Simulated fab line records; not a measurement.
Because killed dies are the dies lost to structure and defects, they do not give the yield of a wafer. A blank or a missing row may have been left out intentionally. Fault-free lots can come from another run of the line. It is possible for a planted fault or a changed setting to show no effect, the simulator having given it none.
Chamber matching | flow sky130 | 4 sister chambers for SKY_SPACER_ETCHBACK_02 on rie diel-04
The step etches Si3N4 in CH3F/O2, stops on SiO2, time 46.7 s, target depth 45 nm. 4 wafers are shown with their chamber, then 7 later ones without.

== WAFERS PAIRED WITH THEIR CHAMBERS ==
wafer  | chamber | throttle valve pct (%)
L611.2 | 0       | 10.555
L611.5 | 1       | 10.568
L613.2 | 3       | 10.583
L613.3 | 2       | 10.566

== WAFERS WITH NO CHAMBER GIVEN ==
wafer  | throttle valve pct (%)
L613.6 | 10.576
L617.3 | 10.559
L617.5 | 10.561
L617.6 | 10.548
L620.2 | 10.577
L620.3 | 10.556
L620.6 | 10.563

== THE CHAMBER EACH PASSED THROUGH ==
wafer  | from the rows above          | in truth
L613.6 | can't be placed: 3 or 1 or 2 | 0
L617.3 | can't be placed: 0 or 2 or 1 | 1
L617.5 | can't be placed: 2 or 0 or 1 | 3
L617.6 | 0                            | 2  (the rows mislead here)
L620.2 | can't be placed: 3 or 1 or 2 | 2
L620.3 | can't be placed: 0 or 2      | 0
L620.6 | can't be placed: 2 or 1 or 0 | 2
Correct placement for 0 of the 7. Cannot be placed on the basis of these rows: 6; the candidates contain the true chamber in 4. Placed wrongly: 1.
How it was worked out, from the rows above alone: a wafer's distance from a chamber is the root of the sum, over the readings, of the square of ((its reading less the chamber's mean) divided by the reading's scatter). If the next closest chamber is less than 2 further off than the closest, the wafer can't be placed; otherwise it belongs to the closest. For every chamber, the mean is computed from those of its wafers that are shown. The scatter: root of mean squared gap, hidden wafer to nearest shown wafer, with one shown wafer a chamber.
